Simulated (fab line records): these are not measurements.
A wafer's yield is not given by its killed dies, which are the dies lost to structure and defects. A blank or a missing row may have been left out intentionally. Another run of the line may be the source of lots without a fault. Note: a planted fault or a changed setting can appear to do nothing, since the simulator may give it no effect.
Which of the tools did it? -- flow sky130 -- 11 lots with 33 wafers sampled at 6 steps, on a route of 708 steps

## WHAT EACH GAUGE READ, for each wafer
The record holds no reading of a measuring or inspecting step that can be judged against a usual standard deviation.

## TOOL THAT RAN EACH LOT (tool first, then ch and the chambers of the sampled wafers, then the start)
lot,SKY_CONTACT_ETCH_16,SKY_CONTACT_ETCH_18,SKY_CONTACT_STRIP_19,SKY_CONTACT_CMP_27,SKY_METAL1_SPUTTER_03,SKY_PAD_OPEN_PROBE_99
L579,"rieDiel-04 ch 0,1,2, day 33 22:15","rieDiel-04 ch 0,1,2, day 33 22:00","plasmaAsher-04 ch 0,1, day 33 22:23","cmp-02 ch 0,1,2, day 33 23:19","pvdSputter-04, day 33 23:41",-
L580,"rieDiel-04 ch 0,3, day 34 11:28","rieDiel-04 ch 0,3, day 34 11:00","plasmaAsher-02 ch 0,1, day 34 11:37","cmp-01 ch 0,1,2, day 34 12:34","pvdSputter-03, day 34 12:56","prober-02, day 48 02:28"
L581,"rieDiel-03 ch 1,2,3, day 34 16:54","rieDiel-03 ch 1,2,3, day 34 16:00","plasmaAsher-02 ch 0,1, day 34 17:02","cmp-01 ch 0,1,2, day 34 17:58","pvdSputter-02, day 34 18:20","prober-01, day 48 08:10"
L582,"rieDiel-01 ch 0,1,3, day 35 13:57","rieDiel-01 ch 0,1,3, day 35 14:00","plasmaAsher-04 ch 0,1, day 35 14:05","cmp-01 ch 0,1,2, day 35 15:04",-,"prober-02, day 49 00:06"
L583,"rieDiel-04 ch 0,1, day 35 18:28","rieDiel-04 ch 0,1, day 35 18:00","plasmaAsher-04 ch 0,1, day 35 18:35","cmp-01 ch 0,1, day 35 19:35",-,"prober-01, day 49 04:41"
L584,"rieDiel-01 ch 1,2, day 35 21:36","rieDiel-01 ch 1,2, day 35 21:00","plasmaAsher-04 ch 0,1, day 35 21:44","cmp-02 ch 0,2,3, day 35 22:46",-,"prober-02, day 49 04:52"
L589,"rieDiel-01 ch 0,1,2, day 37 04:01","rieDiel-01 ch 0,1,2, day 37 04:00","plasmaAsher-01 ch 0,1, day 37 04:08","cmp-01 ch 1,2,3, day 37 05:05","pvdSputter-04, day 37 05:28","prober-01, day 50 03:09"
L593,"rieDiel-04 ch 0,3, day 38 02:03","rieDiel-04 ch 0,3, day 38 02:00","plasmaAsher-04 ch 0,1, day 38 02:13","cmp-01 ch 2,3, day 38 03:08","pvdSputter-03, day 38 03:30","prober-02, day 50 17:23"
L595,"rieDiel-01 ch 0,2,3, day 38 20:57","rieDiel-01 ch 0,2,3, day 38 21:00","plasmaAsher-04 ch 0,1, day 38 21:05","cmp-02 ch 0,1,2, day 38 22:28","pvdSputter-02, day 38 22:47","prober-01, day 51 03:42"
L596,"rieDiel-03 ch 1,2,3, day 39 05:51","rieDiel-03 ch 1,2,3, day 39 05:00","plasmaAsher-01 ch 0,1, day 39 06:01","cmp-01 ch 1,2, day 39 07:01","pvdSputter-02, day 39 07:20",-
L597,"rieDiel-04 ch 0,2,3, day 39 06:02","rieDiel-04 ch 0,2,3, day 39 06:00","plasmaAsher-04 ch 0,1, day 39 06:10","cmp-02 ch 0,1,3, day 39 07:16","pvdSputter-04, day 39 07:32",-
- SKY_CONTACT_ETCH_16: etches BARC in N2/H2, stops on SiO2, time 45.9 s, target depth 60 nm.
- SKY_CONTACT_ETCH_18: etches Si3N4 in CHF3/O2, stops on TiN, time 39 s, target depth 75 nm.
- SKY_CONTACT_STRIP_19: strips in O2/N2.
- SKY_CONTACT_CMP_27: polishes, stops on SiO2, t overpolish 15 s, target thk 0 nm.
- SKY_METAL1_SPUTTER_03: material Ti, target thk 5 nm, time 3.3 s.
- SKY_PAD_OPEN_PROBE_99

## WHAT THE TOOLS THEMSELVES READ (means of the sampled wafers that have a number; where no wafer has one, the mark that the record gives instead)
SKY_CONTACT_ETCH_16.
lot,tool,biasW (W),chamberPressureMTorr (mTorr),drypumpMotorCurrentA (A),n2FlowSccm (sccm),oesProductAu (a.u.),throttleValvePct (%)
L579,rieDiel-04,99.90,29.980,5.7,100.25,0.854,13.227
L580,rieDiel-04,100.12,29.999,5.4,100.40,0.853,13.232
L581,rieDiel-03,100.27,30.010,6.0,100.09,0.856,13.219
L582,rieDiel-01,100.18,30.019,5.8,99.92,0.856,13.220
L583,rieDiel-04,100.26,29.995,5.6,100.16,0.858,13.221
L584,rieDiel-01,99.91,29.998,6.1,100.51,0.854,13.228
L589,rieDiel-01,100.07,29.979,6.0,100.01,0.849,13.223
L593,rieDiel-04,100.27,29.999,5.4,99.83,0.851,13.232
L595,rieDiel-01,100.25,29.986,5.7,99.97,0.856,13.222
L596,rieDiel-03,99.92,29.988,6.0,99.90,0.854,13.232
L597,rieDiel-04,99.94,29.982,5.5,100.01,0.855,13.227

SKY_CONTACT_ETCH_18.
lot,tool,O2_flow_sccm (sccm),biasW (W),drypumpMotorCurrentA (A),oesProductAu (a.u.),throttleValvePct (%)
L579,rieDiel-04,4.989,200.0,5.7,0.856,8.794
L580,rieDiel-04,4.994,200.3,5.5,0.852,8.795
L581,rieDiel-03,4.993,200.4,6.0,0.852,8.791
L582,rieDiel-01,-,-,-,-,-
L583,rieDiel-04,-,-,-,-,-
L584,rieDiel-01,-,-,-,-,-
L589,rieDiel-01,4.996,200.0,6.0,0.859,8.803
L593,rieDiel-04,4.987,199.4,5.4,0.861,8.788
L595,rieDiel-01,5.001,200.4,5.6,0.860,8.799
L596,rieDiel-03,5.000,200.0,6.0,0.863,8.797
L597,rieDiel-04,5.005,200.0,5.5,0.856,8.790

SKY_CONTACT_STRIP_19.
lot,tool,drypumpMotorCurrentA (A),n2FlowSccm (sccm),oesProductAu (a.u.),stripTimeToEndpointS (s)
L579,plasmaAsher-04,5.3,299.4,0.381,3.63
L580,plasmaAsher-02,5.5,300.0,0.386,3.67
L581,plasmaAsher-02,5.5,299.6,0.383,3.63
L582,plasmaAsher-04,5.3,300.2,0.415,4.51
L583,plasmaAsher-04,5.3,300.5,0.422,4.54
L584,plasmaAsher-04,5.3,300.8,0.416,4.49
L589,plasmaAsher-01,5.7,300.2,0.377,3.60
L593,plasmaAsher-04,5.3,299.3,0.383,3.69
L595,plasmaAsher-04,5.3,300.5,0.382,3.63
L596,plasmaAsher-01,5.8,299.5,0.382,3.61
L597,plasmaAsher-04,5.3,301.4,0.384,3.68

SKY_CONTACT_CMP_27.
lot,tool,motorCurrentA (A)
L579,cmp-02,10.6
L580,cmp-01,11.6
L581,cmp-01,11.6
L582,cmp-01,11.6
L583,cmp-01,11.5
L584,cmp-02,10.3
L589,cmp-01,10.9
L593,cmp-01,11.4
L595,cmp-02,10.4
L596,cmp-01,11.2
L597,cmp-02,10.6

SKY_METAL1_SPUTTER_03.
lot,tool,throttleValvePct (%)
L579,pvdSputter-04,29.8
L580,pvdSputter-03,30.4
L581,pvdSputter-02,29.7
L589,pvdSputter-04,29.9
L593,pvdSputter-03,28.6
L595,pvdSputter-02,29.8
L596,pvdSputter-02,30.0
L597,pvdSputter-04,30.2

SKY_PAD_OPEN_PROBE_99.
lot,tool,killed_at_M0_to_M3,killed_at_M4_up,killedAtContacts,killedAtFrontEnd,killedAtOther,killedDies,killedOnRim,killedOpen,killedShort
L580,prober-02,47,3.7,29,15,0.0,95,18,56,37
L581,prober-01,39,1.0,31,13,0.3,84,17,50,34
L582,prober-02,49,1.3,425,16,0.3,492,96,47,40
L583,prober-01,43,2.3,430,16,0.3,492,96,51,40
L584,prober-02,39,3.3,434,16,0.0,492,96,50,39
L589,prober-01,44,4.0,19,13,0.3,80,13,42,38
L593,prober-02,45,3.3,25,17,0.7,91,18,50,41
L595,prober-01,45,3.3,24,14,1.0,86,17,51,36

## THE ANSWER, worked out from the rows above alone
Rule: the lots themselves supply what counts as usual. Put in order of their means at a reading, lots are off if they are a third of the lots or fewer, leave a main group of 4 or more, and stand apart from it by a gap of 3 or more times the standard deviation of the main group's means; of several such gaps the widest counts. A main group is skipped when, at the precision printed for the reading in the tables above, its means are all equal. A lot without any number at a reading at which 4 lots or more have one is off too. The other lots that the step has rows for count as sound. After the gauges, taken in route order, come the tools' own readings; for these a lot's mean is taken, as printed above. The first step at which some lot is off is used, and at that step the reading that is off furthest; a lot without a number counts as furthest.
Off: L582, L583, L584, at SKY_CONTACT_ETCH_18 (O2_flow_sccm). Without a number there: L582, L583, L584. For the main group the mean is 4.996 sccm and the standard deviation 0.0057.
If a tool, at that step or one of the process steps before it, ran each lot that is off and ran no sound lot following the first of them, it fits. None of those tried fits.

## WHAT THE SIMULATOR HAD INSERTED
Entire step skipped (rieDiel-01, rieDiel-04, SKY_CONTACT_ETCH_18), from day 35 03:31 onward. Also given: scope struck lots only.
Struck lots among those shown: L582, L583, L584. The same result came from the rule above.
